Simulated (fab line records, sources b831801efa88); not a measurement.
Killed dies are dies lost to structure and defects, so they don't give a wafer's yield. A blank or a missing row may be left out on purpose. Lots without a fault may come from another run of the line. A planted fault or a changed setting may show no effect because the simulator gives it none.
A struck lot beside a sound one | flow gf180mcu | 14 steps out of a route of 602
Sound: wafers L653.2, L653.3, L653.6. Struck: wafers L656.2, L656.3, L656.6. The cause comes at the end.
At each step with rows: each side's tool, then ch and its chambers, then its first start. Under that, the readings that differ: sound wafers | struck wafers | difference of the means | sigmas: that difference in standard deviations of wafers without a fault.
alike: readings whose means differ by less than 2 such deviations, and words and numbers that are the same on both sides. not compared: withheld readings, readings that some wafer has no value for, bounds like >300 that may hide the same value, and numbers for which the record gives no deviation and whose values overlap.
The two part at a step that has a row with sigmas, a row that says differs or no value, or rows on one side only. Numbers that don't overlap but have no deviation are shown without sigmas and don't part them. A reading that every wafer of one side lacks parts them only if that side has two wafers or more.

GF_NSD_CD_MEAS_07: target cd 400 nm.
  sound on cd_sem-02, day 16 19:01; struck on cd_sem-02, day 17 17:33
  alike: cd_nm
GF_NSD_OVL_MEAS_08:
  sound on overlay-01, day 16 19:07; struck on overlay-02, day 17 17:39
  alike: NSD_OVL
then, 2 steps without rows for these wafers: GF_NSD_IMPLANT_09; GF_NSD_IMPLANT_10.
GF_NSD_STRIP_11: strips in O2/N2.
  sound on plasma_asher-02 ch 1, day 16 19:27; struck on plasma_asher-01 ch 0,1, day 17 17:59
  alike: drypump_motor_current_A, heater_power_w, oes_product_au, strip_time_to_endpoint_s
  not compared: rf_hours_counter_h
GF_NSD_TW_MEAS_12:
  sound on film_metro-03, day 16 19:34; struck on film_metro-03, day 17 18:05
  alike: NSD_TW
then, 6 steps without rows for these wafers: GF_PSD_DEHYDRATE_00 (time 60 s); GF_PSD_HMDS_01 (prime time 60 s); GF_PSD_COAT_02 (resist thk 1000 nm); GF_PSD_SOFTBAKE_03 (time 60 s); GF_PSD_EXPOSE_04 (exposes mask Pplus, target cd 400 nm); GF_PSD_PEB_05.
GF_PSD_DEVELOP_06: develop time 60 s.
  sound on litho_track-01 ch 0, day 17 18:31; struck on litho_track-02, day 18 17:17
  no value came back on the struck wafers for chill_plate_temp_C (C), develop_time_s (s); on the sound wafers chill_plate_temp_C (C) reads 23.07 23.00 23.06
GF_PSD_CD_MEAS_07: target cd 400 nm.
  sound on cd_sem-01, day 17 18:40; struck on cd_sem-02, day 18 17:26
  reading    | sound             | struck | difference                    | sigmas
  cd_nm (nm) | 398.4 399.3 400.5 | - - -  | no value on the struck wafers |

WHERE THEY PART
First at GF_PSD_DEVELOP_06; last, within this record, at GF_PSD_CD_MEAS_07.

WHY: what the simulator had put in
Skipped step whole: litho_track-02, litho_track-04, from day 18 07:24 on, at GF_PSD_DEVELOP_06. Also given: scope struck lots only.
